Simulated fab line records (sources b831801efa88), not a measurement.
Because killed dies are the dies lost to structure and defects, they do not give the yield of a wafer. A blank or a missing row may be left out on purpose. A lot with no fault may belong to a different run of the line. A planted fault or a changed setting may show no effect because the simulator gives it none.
Chamber matching | flow sfq-line | SFQ_TRILAYER_I1_CMP_CMP_046 on cmp-02: 4 sister chambers
The step polishes SiO2. 8 wafers are shown with their chamber, then 8 later ones without.

## WAFERS PAIRED WITH THEIR CHAMBERS
wafer  | chamber | motor-current-A (A) | time-to-endpoint-s (s)
L929.5 | 1       | 9.6                 | 217
L930.3 | 1       | 9.3                 | 209
L930.2 | 3       | 8.5                 | 223
L930.5 | 0       | 8.7                 | 221
L938.2 | 0       | 9.0                 | 199
L938.3 | 3       | 8.7                 | 193
L938.4 | 2       | 8.9                 | 202
L940.2 | 2       | 8.9                 | 208

## WAFERS MISSING THEIR CHAMBER
wafer  | motor-current-A (A) | time-to-endpoint-s (s)
L940.4 | 9.3                 | 216
L940.5 | 9.0                 | 226
L941.1 | 8.9                 | 190
L941.5 | 9.1                 | 196
L941.6 | 8.5                 | 196
L942.1 | 9.6                 | 214
L942.3 | 8.6                 | 218
L942.5 | 8.8                 | 221

## WHICH CHAMBER EACH WENT THROUGH
wafer  | from the rows above               | in truth
L940.4 | can't be placed: 1 or 2 or 0      | 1
L940.5 | can't be placed: 0 or 2 or 3 or 1 | 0
L941.1 | can't be placed: 2 or 0 or 3      | 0
L941.5 | can't be placed: 2 or 0 or 1 or 3 | 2
L941.6 | can't be placed: 3 or 0 or 2      | 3
L942.1 | 1                                 | 1
L942.3 | can't be placed: 3 or 0 or 2      | 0
L942.5 | can't be placed: 0 or 2 or 3      | 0
Correct placement for 1 of the 8. From these rows, 7 cannot be placed; in 7 the true chamber is one of the candidates. Placed wrongly: 0.
How it was worked out, from the rows above alone: a wafer's distance from a chamber is the root of the sum, over the readings, of the square of ((its reading less the chamber's mean) divided by the reading's scatter). If the next closest chamber is less than 2 further off than the closest, the wafer can't be placed; otherwise it belongs to the closest. Each chamber's mean is taken over the wafers shown for it. How the scatter is found: for the shown wafers, subtract from each reading the mean of its chamber, square and add these, divide the total by (wafers less chambers), then take the root.
